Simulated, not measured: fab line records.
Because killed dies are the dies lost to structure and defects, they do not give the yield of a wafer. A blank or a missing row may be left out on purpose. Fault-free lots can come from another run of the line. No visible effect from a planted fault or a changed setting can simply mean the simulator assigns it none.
A struck lot beside a sound one    flow sky130    15 steps out of a route of 708
Sound: these wafers, L845.1, L845.3, L845.4. Struck: wafer L853.5 (L853.1, L853.6, from the same lot, were not struck and are left out); the cause is given at the end.
Order at every step that has rows: each side's tool, ch and its chambers, its first start. Under that, the readings that differ: sound wafers    struck wafers    difference of the means    sigmas: that difference in standard deviations of wafers without a fault.
alike: readings with means less than 2 such deviations apart, plus words and numbers identical on both sides. not compared: withheld readings, readings lacking a value on some wafer, bounds such as >300 that could conceal the same value, and numbers that have no deviation in the record and whose values overlap.
The two part at a step that has a row with sigmas, a row that says differs or no value, or rows on one side only. Numbers that have no deviation but don't overlap get no sigmas and don't part them. A reading missing from all wafers of one side parts the sides only when that side holds two or more wafers.

SKY_VIA1_CMP_02: polishes SiO2.
  sound on cmp-01 ch 1,2,3, day 35 10:55; struck on cmp-02 ch 3, day 38 01:34
  alike: motor-current-A, slurry-flow-ml-min
SKY_VIA1_BOW_MEAS_03:
  sound on film-metro-04 at day 35 11:13; struck on film-metro-01 at day 38 01:43
  alike: VIA1_BOW
then, 8 steps without rows for these wafers: SKY_VIA1_DEHYDRATE_04 (time 60 s); SKY_VIA1_HMDS_05 (prime time 60 s); SKY_VIA1_COAT_06 (resist thk 60 nm); SKY_VIA1_COAT_07 (resist thk 450 nm); SKY_VIA1_SOFTBAKE_08 (time 90 s); SKY_VIA1_EXPOSE_09 (exposes mask VIM, target cd 150 nm); SKY_VIA1_PEB_10; SKY_VIA1_DEVELOP_11 (develop time 60 s).
SKY_VIA1_CD_MEAS_12 targets a cd of 150 nm.
  sound on cd-sem-02 at day 36 13:46; struck on cd-sem-02 at day 39 02:40
  alike: cd-nm
SKY_VIA1_OVL_MEAS_13:
  sound on overlay-02 at day 36 13:53; struck on overlay-02 at day 39 02:47
reading        sound       struck  difference  sigmas
VIA1_OVL (nm)  -17 -11 -4  8       +19         +3
SKY_VIA1_ETCH_14: etches BARC in N2/H2, stops on SiO2, time 45.9 s, target depth 60 nm.
  sound on rie-diel-03 ch 0,1,2, day 36 13:55; struck on rie-diel-03 ch 0, day 39 02:50
reading                                      sound              struck  difference  sigmas
model.KrF-thick_of_VIA1_COAT_07.thk-nm (nm)  392.3 392.8 392.8  396.1   +3.5        
  alike: bias-w, drypump-motor-current-A, oes-product-au, throttle-valve-pct
  not compared: rf-hours-counter-h
SKY_VIA1_ETCH_15: etches SiO2 in C4F8/O2/Ar, stops on TiN, target depth 351 nm, time 54 s.
  sound on rie-diel-03 ch 0,1,2, day 36 13:58; struck on rie-diel-03 ch 0, day 39 02:52
  alike: bias-w, oes-product-au
  not compared: rf-hours-counter-h
-- the record jumps here: 11 days lie between the struck wafers' starts before and after (it left off in module VIA1 and takes up again in module PAD_OPEN, whose first step shown is number 708 of the route) --
SKY_PAD_OPEN_PROBE_99:
  sound on prober-02 at day 47 21:37; struck on prober-02 at day 49 18:02
reading       sound     struck  difference  sigmas
killed-short  35 41 33  51      +15         +2
  alike: defect-limited-yield, killed_at_M0_to_M3, killed_at_M4_up, killed-at-contacts, killed-at-front-end, killed-at-other, killed-dies, killed-on-rim, killed-open, sort_bin_3_pad_short, sort_bin_5_function, sort_bin_6_memory, sort-n-pass, sort-yield-pct

## WHERE THEY PART
Last at SKY_PAD_OPEN_PROBE_99 as far as this record goes, first at SKY_VIA1_OVL_MEAS_13.

WHY: whatever the simulator had introduced
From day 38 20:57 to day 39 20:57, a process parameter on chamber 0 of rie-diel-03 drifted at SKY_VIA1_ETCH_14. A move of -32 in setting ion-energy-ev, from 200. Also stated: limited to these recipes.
